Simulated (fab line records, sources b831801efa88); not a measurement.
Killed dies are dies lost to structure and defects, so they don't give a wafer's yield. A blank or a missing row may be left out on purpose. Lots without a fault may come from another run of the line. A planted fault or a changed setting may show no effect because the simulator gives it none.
A struck lot beside a sound one | flow sky130 | 15 steps out of a route of 708
Sound: wafers L502.3, L502.4, L502.5. Struck: wafers L497.1, L497.4, L497.5. The cause comes at the end.
At each step with rows: each side's tool, then ch and its chambers, then its first start. Under that, the readings that differ: sound wafers | struck wafers | difference of the means | sigmas: that difference in standard deviations of wafers without a fault.
alike: readings whose means differ by less than 2 such deviations, and words and numbers that are the same on both sides. not compared: withheld readings, readings that some wafer has no value for, bounds like >300 that may hide the same value, and numbers for which the record gives no deviation and whose values overlap.
The two part at a step that has a row with sigmas, a row that says differs or no value, or rows on one side only. Numbers that don't overlap but have no deviation are shown without sigmas and don't part them. A reading that every wafer of one side lacks parts them only if that side has two wafers or more.

first, 1 step without rows for these wafers: SKY_LDD_HVP_IMPLANT_08.
SKY_LDD_HVP_STRIP_09: strips in O2/N2.
  sound on plasma_asher-01 ch 0,1, day 28 05:19; struck on plasma_asher-04 ch 0,1, day 26 04:50
  alike: drypump_motor_current_A, oes_product_au, strip_time_to_endpoint_s
  not compared: rf_hours_counter_h
SKY_LDD_HVP_TW_MEAS_10:
  sound on film_metro-03, day 28 05:25; struck on film_metro-04, day 26 04:56
  reading    | sound             | struck            | difference | sigmas
  LDD_HVP_TW | 453.6 456.3 451.3 | 459.6 462.5 458.2 | +6.4       | +2
then, 7 steps without rows for these wafers: SKY_LDD_LDN_DEHYDRATE_00 (time 60 s); SKY_LDD_LDN_HMDS_01 (prime time 60 s); SKY_LDD_LDN_COAT_02 (resist thk 1140 nm); SKY_LDD_LDN_SOFTBAKE_03 (time 60 s); SKY_LDD_LDN_EXPOSE_04 (exposes mask LDNTM, target cd 700 nm); SKY_LDD_LDN_PEB_05; SKY_LDD_LDN_DEVELOP_06 (develop time 60 s).
SKY_LDD_LDN_OVL_MEAS_07:
  sound on overlay-02, day 29 09:00; struck on overlay-01, day 27 10:05
  alike: LDD_LDN_OVL
then, 1 step without rows for these wafers: SKY_LDD_LDN_IMPLANT_08.
SKY_LDD_LDN_IMPLANT_09:
  sound on implanter-03 ch 0, day 29 09:13; struck on implanter-01 ch 0, day 27 10:16
  reading       | sound                            | struck                          | difference  | sigmas
  dose_ions_cm2 | 1.2493e+13 1.2498e+13 1.2505e+13 | 1.1797e+13 1.181e+13 1.1831e+13 | -6.8600e+11 | -53
then, 1 step without rows for these wafers: SKY_LDD_LDN_IMPLANT_10.
-- the record jumps here: 22 days lie between the struck wafers' starts before and after (it left off in module LDD_LDN and takes up again in module PAD_OPEN, whose first step shown is number 708 of the route) --
SKY_PAD_OPEN_PROBE_99:
  sound on prober-01, day 50 02:44; struck on prober-02, day 48 23:41
  alike: killed_at_M0_to_M3, killed_at_M4_up, killed_at_contacts, killed_at_front_end, killed_at_other, killed_dies, killed_open, killed_short

WHERE THEY PART
First at SKY_LDD_HVP_TW_MEAS_10; last, within this record, at SKY_LDD_LDN_IMPLANT_09. Later steps at which nothing parts them and some readings are alike: SKY_PAD_OPEN_PROBE_99.

WHY: what the simulator had put in
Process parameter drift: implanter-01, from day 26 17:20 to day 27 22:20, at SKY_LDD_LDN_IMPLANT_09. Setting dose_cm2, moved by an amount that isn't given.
